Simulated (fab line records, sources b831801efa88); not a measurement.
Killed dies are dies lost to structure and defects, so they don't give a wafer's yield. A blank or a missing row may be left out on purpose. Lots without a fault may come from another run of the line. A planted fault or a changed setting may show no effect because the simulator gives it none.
fab line records | flow sfq_line
record lots=13 wafers=39 last_day=86
route steps=325 shown M1@62
lots that met no fault: from a run of the same line without faults
start_h: hours from the record's first day to the start of the lot's first wafer shown | wait_h: hours since the lot's step before | " the same as in the row above | L1.1+2: a row that stands for several wafers | - no value, or no start given | * or withheld: withheld | < > ~ a bound
route shown NAME@n: a module of which the file shows steps, and the number in the route of the first | usual: mean/standard deviation of fault-free wafers | same: alike in all rows | chamber/n: place in a boat | sites: the reading at each site | _std_site: their standard deviation | _edge_site: outer sites' mean less inner sites' | radius_mm: how far each site lies from the wafer's centre | mask NAME#n: copy n | behind: the tool/chamber that last shaped the wafer | hold: why the lot was held/for how many hours/how that ended | device: the transistor (n, p or np) that didn't switch | end of line: the same wafers' tests at the end of the route | a step without rows: its recipe alone | killed: dies lost to structure and defects at the first sort, not the wafer's yield | map: a wafer's dies, x killed, . not, _ none there
set.NAME: the setting as run; set.NAME@STEP: as run at that earlier step | model.NAME: the simulator's own value behind a step, which no gauge read
steps of the route over a sample of lots; a table a step, a row a wafer
services: from which hour (start_h, from the record's first day; less than 0 if before it) a tool's chamber was out of use, for how many hours, and why
## steps
# step SFQ_TRILAYER_M1_LITHO_COAT_044
# recipe resist=BARC spin_rpm=3000 resist_thk_nm=62
# usual resist_line_temp_C=23.01/0.11
# columns lot.wafer tool chamber start_h wait_h resist_line_temp_C
L747.1 litho_track-01 0 355.83 0.1 23.03
L747.2 " 0 " " 23.13
L747.3 " 0 " " 23.15
L748.2 litho_track-02 0 381.33 0.1 23.12
L748.4 " 0 " " 23.08
L748.6 " 0 " " 23.11
L751.1 litho_track-04 0 424.48 0.1 23.08
L751.2 " 0 " " 23.01
L751.5 " 0 " " 22.93
L754.1 litho_track-04 0 453.93 0.1 22.99
L754.4 " 0 " " 22.92
L754.6 " 0 " " 23.05
L760.2 litho_track-01 0 500.81 0.1 22.94
L760.3 " 0 " " 22.98
L760.5 " 0 " " 23.07
L762.2 litho_track-01 0 529.18 0.1 22.99
L762.4 " 0 " " 22.97
L762.6 " 0 " " 22.99
L763.2 litho_track-01 0 532.13 0.1 23.03
L763.3 " 0 " " 23.06
L763.5 " 0 " " 23.08
L764.2 litho_track-01 0 538.26 0.1 22.93
L764.4 " 0 " " 23.07
L764.6 " 0 " " 22.94
L765.1 litho_track-01 0 541.93 0.1 22.91
L765.2 " 0 " " 22.99
L765.3 " 0 " " 22.93
L766.3 litho_track-02 0 588.83 0.1 23.12
L766.4 " 0 " " 23.14
L766.6 " 0 " " 23.05
L768.1 litho_track-01 0 628.49 0.1 22.92
L768.2 " 0 " " 23.02
L768.3 " 0 " " 22.97
L769.2 litho_track-01 0 634.54 0.1 23.03
L769.4 " 0 " " 23.11
L769.5 " 0 " " 22.91
L770.2 litho_track-02 0 640.56 0.1 23.09
L770.3 " 0 " " 23.29
L770.6 " 0 " " 23.11
# step SFQ_TRILAYER_M1_BARC_OPEN_METAL_ETCH_054
# recipe mask_material=PR chemistry=O2 target_depth_nm=125 target=BARC icp_w=600 bias_w=80 pressure_mtorr=10 time_s=41.7
# usual drypump_motor_current_A=5.9/0.4 oes_product_au=0.686/0.0044
# columns lot.wafer tool chamber start_h wait_h drypump_motor_current_A oes_product_au rf_hours_counter_h
L747.1 rie_metal-02 1 498.33 0.0 6.2 0.684 113
L747.2 " 0 " " 5.4 0.682 88
L747.3 " 0 " " 5.4 0.690 -
L748.2 rie_metal-04 1 532.05 0.0 5.5 0.681 69
L748.4 " 1 " " 5.6 0.690 -
L748.6 " 0 " " 5.7 0.684 -
L751.1 rie_metal-02 0 574.30 0.0 5.4 0.682 95
L751.2 " 1 " " 6.2 0.686 121
L751.5 " 1 " " 6.2 0.694 -
L754.1 rie_metal-03 0 607.82 0.0 6.2 0.665 48
L754.4 " 0 " " 6.2 0.668 -
L754.6 " 0 " " 6.2 0.678 -
L760.2 rie_metal-02 0 656.94 0.0 5.4 0.690 108
L760.3 " 1 " " 6.2 0.686 -
L760.5 " 0 " " 5.4 0.690 -
L762.2 rie_metal-02 0 684.54 0.0 5.4 0.684 111
L762.4 " 0 " " 5.4 0.688 -
L762.6 " 1 " " 6.2 0.682 -
L763.2 rie_metal-03 0 685.76 0.0 6.2 0.691 -
L763.3 " 0 " " 6.2 0.683 -
L763.5 " 0 " " 6.3 0.691 -
L764.2 rie_metal-02 1 691.74 0.0 6.2 0.677 138
L764.4 " 1 " " 6.2 0.682 -
L764.6 " 1 " " 6.2 0.684 -
L765.1 rie_metal-02 0 695.34 0.0 5.4 0.689 113
L765.2 " 1 " " 6.2 0.684 138
L765.3 " 0 " " 5.4 0.685 -
L766.3 rie_metal-02 0 742.13 0.0 5.4 0.689 -
L766.4 " 1 " " 6.2 0.688 -
L766.6 " 0 " " 5.4 0.692 -
L768.1 rie_metal-02 0 767.54 0.0 5.4 0.688 124
L768.2 " 0 " " 5.4 0.685 -
L768.3 " 0 " " 5.4 0.694 -
L769.2 rie_metal-04 0 773.54 0.0 5.7 0.685 46
L769.4 " 1 " " 5.5 0.687 -
L769.5 " 1 " " 5.5 0.695 -
L770.2 rie_metal-03 1 780.74 0.0 6.5 0.684 14
L770.3 " 1 " " 6.5 0.691 -
L770.6 " 0 " " 6.2 0.684 -
## services
# columns tool chamber start_h hours kind
rie_metal-04 0 349.18 - clean
rie_metal-04 0 349.18 19.8 scheduled_down
rie_metal-04 0 349.18 19.8 vent_cycle
rie_metal-03 1 366.45 10.0 repair
rie_metal-03 - 456.07 0.9 repair
rie_metal-04 0 526.54 5.2 repair
rie_metal-03 - 540.77 2.8 pm
rie_metal-04 1 579.56 3.3 repair
rie_metal-04 - 624.32 2.8 pm
rie_metal-03 1 669.19 3.6 repair
rie_metal-03 1 672.76 - clean
rie_metal-03 1 672.76 16.9 scheduled_down
rie_metal-03 1 672.76 16.9 vent_cycle
rie_metal-04 0 682.35 22.8 repair
rie_metal-02 - 686.48 0.4 repair
rie_metal-02 1 723.64 10.1 repair
rie_metal-03 0 735.92 6.7 repair
rie_metal-04 - 750.68 1.3 repair
rie_metal-02 1 752.46 - clean
rie_metal-02 1 752.46 17.9 scheduled_down
rie_metal-02 1 752.46 17.9 vent_cycle
rie_metal-03 - 770.64 0.7 repair
## key
first_sign step=SFQ_TRILAYER_M1_BARC_OPEN_METAL_ETCH_054 reading=oes_product_au direction=down sigmas=4.4 usual=0.686 struck=0.666
effect none on later readings
met_at SFQ_TRILAYER_M1_LITHO_COAT_044
struck_lots L754
struck_wafers L754.1,L754.4
onset_between 424.48 453.93
fault kind=process_parameter_drift tool=litho_track-04 chamber=- onset_h=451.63 steps=SFQ_TRILAYER_M1_LITHO_COAT_044 channel=resist_thk_nm offset=-2.7853 shape=step end_h=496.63 scope=struck_wafers_only acts_in=these_recipes_only stated=62
